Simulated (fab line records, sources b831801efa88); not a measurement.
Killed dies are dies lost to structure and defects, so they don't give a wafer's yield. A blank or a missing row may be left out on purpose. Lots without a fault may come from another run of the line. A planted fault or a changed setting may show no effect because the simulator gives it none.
Which tool did it? | flow gf180mcu | 12 lots, 36 wafers sampled, at 4 steps of a route of 602

WHAT THE GAUGES READ, wafer by wafer
GF_V5_THK_MEAS_03.
lot  | measured     | on            | V5_CVD_02_THK (nm)
L075 | day 26 05:01 | film_metro-01 | 1458 1479 1465
L077 | day 27 02:43 | film_metro-02 | 1468 1474 1510
L080 | day 28 03:47 | film_metro-01 | 1432 1452 1456
L081 | day 28 18:38 | film_metro-02 | 1417 1434 1457
L083 | day 29 19:03 | film_metro-02 | 1433 1499 1480
L084 | day 30 01:50 | film_metro-04 | 1482 1478 1487
L087 | day 30 12:41 | film_metro-01 | 1432 1447 1494
L089 | day 30 23:59 | film_metro-01 | 1429 1432 1475
L092 | day 31 21:46 | film_metro-04 | 1453 1457 1481
L093 | day 32 01:29 | film_metro-01 | 1473 1448 1466
L095 | day 32 01:24 | film_metro-01 | 1447 1455 1440
L097 | day 33 10:25 | film_metro-02 | 1446 1483 1477

WHICH TOOL RAN EACH LOT (tool, then ch and the chambers of the sampled wafers, then the start)
lot  | GF_M3_SPUTTER_01             | GF_V3_CMP_04                  | GF_MIM_SPUTTER_04
L075 | pvd_sputter-03, day 20 04:38 | cmp-02 ch 0,1, day 21 06:20   | pvd_sputter-04, day 24 08:53
L077 | pvd_sputter-04, day 21 04:41 | cmp-01 ch 0,1, day 22 05:44   | pvd_sputter-03, day 25 07:40
L080 | pvd_sputter-02, day 22 11:38 | cmp-02 ch 2,3, day 23 11:21   | pvd_sputter-04, day 26 09:17
L081 | pvd_sputter-03, day 23 05:08 | cmp-01 ch 2,3, day 24 05:16   | pvd_sputter-02, day 27 02:23
L083 | pvd_sputter-02, day 24 08:53 | cmp-01 ch 1,2, day 25 07:50   | pvd_sputter-04, day 28 02:28
L084 | pvd_sputter-02, day 24 17:37 | cmp-02 ch 0,1,2, day 25 16:51 | pvd_sputter-03, day 28 10:23
L087 | pvd_sputter-02, day 25 06:59 | cmp-01 ch 1,2,3, day 26 05:12 | pvd_sputter-04, day 28 21:44
L089 | pvd_sputter-03, day 25 20:01 | cmp-01 ch 0,1,3, day 26 18:03 | pvd_sputter-02, day 29 09:43
L092 | pvd_sputter-03, day 26 11:13 | cmp-01 ch 2,3, day 27 08:48   | pvd_sputter-02, day 29 23:40
L093 | pvd_sputter-03, day 26 22:32 | cmp-01 ch 0,1,2, day 27 19:53 | pvd_sputter-02, day 30 09:05
L095 | pvd_sputter-04, day 27 18:26 | cmp-01 ch 0,1,2, day 28 14:56 | pvd_sputter-04, day 31 03:37
L097 | pvd_sputter-02, day 28 06:05 | cmp-02 ch 1,2,3, day 29 02:44 | pvd_sputter-02, day 31 23:09
- GF_M3_SPUTTER_01: material TiN, target thk 30 nm, time 25 s.
- GF_V3_CMP_04: polishes SiO2.
- GF_MIM_SPUTTER_04: material TiN, target thk 50 nm, time 41.7 s.

THE ANSWER, worked out from the rows above alone
Rule: what is usual is taken from the lots themselves. Put in order of their means at a reading, lots are off if they are a third of the lots or fewer, leave a main group of 4 or more, and stand apart from it by a gap of 3 or more times the standard deviation of the main group's means; of several such gaps the widest counts. A main group whose means are all the same, to the digits that the tables above print for the reading, isn't used. A lot without any number at a reading at which 4 lots or more have one is off too. The other lots that the step has rows for count as sound.
No lot is off at any reading shown: from this, nothing can be told.

WHAT THE SIMULATOR HAD PUT IN
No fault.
